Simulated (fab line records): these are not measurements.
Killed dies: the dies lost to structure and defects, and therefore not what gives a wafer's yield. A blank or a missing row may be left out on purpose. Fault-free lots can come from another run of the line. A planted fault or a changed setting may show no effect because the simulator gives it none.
Which of the tools did it? ; flow sky130 ; Sampling: 14 lots, 42 wafers, 2 of 708 route steps

WHAT THE GAUGES READ, wafer by wafer
The record lacks any reading of a measuring or inspecting step that a usual standard deviation could be used to judge.

WHAT TOOL EACH LOT RAN ON (gives the tool, then ch and the chambers of the sampled wafers, and finally the start)
lot;SKY_METAL3_METAL_ETCH_18;SKY_PAD_OPEN_PROBE_99
L361;rie metal-01 ch 0,1, day 38 16:59;prober-02, day 45 21:03
L360;rie metal-01 ch 0,1, day 38 18:39;prober-01, day 46 00:59
L362;rie metal-03 ch 0,1, day 39 00:01;prober-01, day 46 06:21
L363;rie metal-02 ch 0,1, day 39 19:17;prober-02, day 46 21:19
L365;rie metal-02 ch 0,1, day 40 02:38;prober-01, day 47 03:08
L364;rie metal-02 ch 0,1, day 40 06:03;prober-02, day 47 06:01
L366;rie metal-01 ch 0,1, day 40 06:46;prober-01, day 47 07:37
L371;rie metal-02 ch 0,1, day 41 17:22;prober-02, day 48 11:26
L374;rie metal-02 ch 0,1, day 42 14:04;prober-01, day 49 03:34
L375;rie metal-03 ch 0,1, day 42 23:58;prober-02, day 49 10:19
L376;rie metal-03 ch 0,1, day 43 05:01;prober-01, day 49 13:02
L379;rie metal-01 ch 0,1, day 44 02:31;prober-02, day 50 07:07
L381;rie metal-03 ch 0, day 44 13:31;prober-02, day 50 13:56
L382;rie metal-01 ch 1, day 44 14:49;prober-01, day 50 16:20
- SKY_METAL3_METAL_ETCH_18: etches the open film in Cl2/BCl3, stops on SiO2, target depth 845 nm, time 183.1 s.
- SKY_PAD_OPEN_PROBE_99

AS READ BY THE TOOLS THEMSELVES (means over the sampled wafers that have a number; for cases with no such wafer, the mark the record gives instead)
SKY_METAL3_METAL_ETCH_18. Usual: drypump motor current A 5.3 A, standard deviation 0.37; oes product au 0.867 a.u., standard deviation 0.0061; throttle valve pct 22.265 %, standard deviation 0.0086.
lot;tool;drypump motor current A (A);oes product au (a.u.);throttle valve pct (%);flag
L361;rie metal-01;5.5;0.871;22.261;
L360;rie metal-01;5.5;0.873;22.266;
L362;rie metal-03;5.5;0.859;22.266;
L363;rie metal-02;4.9;0.867;22.265;
L365;rie metal-02;5.1;0.867;22.273;
L364;rie metal-02;5.1;0.871;22.261;
L366;rie metal-01;5.5;0.870;22.262;
L371;rie metal-02;5.1;0.866;22.269;
L374;rie metal-02;4.9;0.856;22.264;
L375;rie metal-03;5.7;0.864;22.261;
L376;rie metal-03;5.5;0.877;22.272;
L379;rie metal-01;5.6;0.873;22.260;
L381;rie metal-03;5.4;0.861;22.263;
L382;rie metal-01;5.6;0.870;22.271;

SKY_PAD_OPEN_PROBE_99. Usual: defect limited yield 82.5 %, standard deviation 1.9; killed_at_M0_to_M3 43, standard deviation 7.2; killed_at_M4_up 3.3, standard deviation 2; killed at contacts 25, standard deviation 5.8; killed at front end 15, standard deviation 4.5; killed at other 0.3, standard deviation 0.62; killed dies 86, standard deviation 9.4; killed on rim 17, standard deviation 3.7; killed open 47, standard deviation 7.1; killed short 39, standard deviation 6; sort_bin_3_pad_short 0.9 %, standard deviation 0.4; sort_bin_5_function 10.4 %, standard deviation 1.4; sort_bin_6_memory 6.2 %, standard deviation 1.1; sort_bin_8_speed 0.7 %, standard deviation 1.4; sort n pass 402, standard deviation 11; sort yield pct 81.7 %, standard deviation 2.2.
lot;tool;defect limited yield (%);killed_at_M0_to_M3;killed_at_M4_up;killed at contacts;killed at front end;killed at other;killed dies;killed on rim;killed open;killed short;sort_bin_3_pad_short (%);sort_bin_5_function (%);sort_bin_6_memory (%);sort_bin_8_speed (%);sort n pass;sort yield pct (%);flag
L361;prober-02;84.5;37;1.7;22;16;0.0;76;19;37;39;0.9;9.8;4.9;0.9;411;83.6;
L360;prober-01;80.3;58;2.7;28;8;0.7;97;20;52;44;0.4;12.1;7.1;1.0;390;79.3;
L362;prober-01;82.6;48;3.7;18;15;0.7;85;15;47;38;0.8;11.1;5.4;0.4;405;82.2;
L363;prober-02;79.4;48;3.0;31;19;0.7;102;20;55;45;0.9;12.5;7.3;0.0;390;79.4;
L365;prober-01;83.4;35;3.0;28;15;0.3;82;15;41;41;0.6;10.3;5.7;0.3;409;83.1;
L364;prober-02;82.9;43;2.3;18;21;0.0;84;17;42;41;0.7;9.8;6.5;0.4;406;82.5;
L366;prober-01;83.2;45;4.3;21;11;0.7;82;17;43;39;0.6;9.9;6.2;0.2;409;83.0;
L371;prober-02;82.4;43;3.7;27;13;0.0;86;14;49;37;0.9;10.5;6.2;0.1;405;82.3;
L374;prober-01;82.4;44;5.0;26;11;0.0;86;19;46;40;1.2;10.5;5.8;0.3;404;82.1;
L375;prober-02;81.8;46;4.3;28;11;0.3;89;20;45;42;0.9;10.9;6.4;0.4;401;81.4;
L376;prober-01;84.8;40;1.0;19;13;1.0;75;17;39;35;1.3;8.9;5.0;1.2;411;83.5;
L379;prober-02;84.5;36;3.7;21;15;0.7;76;18;43;33;0.9;10.0;4.7;1.1;410;83.4;
L381;prober-02;80.2;48;2.0;33;14;0.3;98;15;56;42;0.7;12.1;7.1;0.9;390;79.2;
L382;prober-01;80.3;44;6.3;29;16;0.3;97;18;52;45;0.7;12.1;6.9;0.1;395;80.2;

THE ANSWER, worked out from the rows above alone
Rule: a lot is off if the mean of its wafers that have a number lies more than 3 standard deviations from the usual mean. A lot without any number at a reading at which 4 lots or more have one is off too. All remaining lots with rows at the step are treated as sound. First the gauges in route order, then the tools' own readings, where a lot's mean is used as printed above. At the first step where some lot is off, the reading lying furthest off is the one used; lots without a number count as furthest.
Nothing can be told from this: no lot is off at any reading shown.

WHAT HAD BEEN PUT IN BY THE SIMULATOR
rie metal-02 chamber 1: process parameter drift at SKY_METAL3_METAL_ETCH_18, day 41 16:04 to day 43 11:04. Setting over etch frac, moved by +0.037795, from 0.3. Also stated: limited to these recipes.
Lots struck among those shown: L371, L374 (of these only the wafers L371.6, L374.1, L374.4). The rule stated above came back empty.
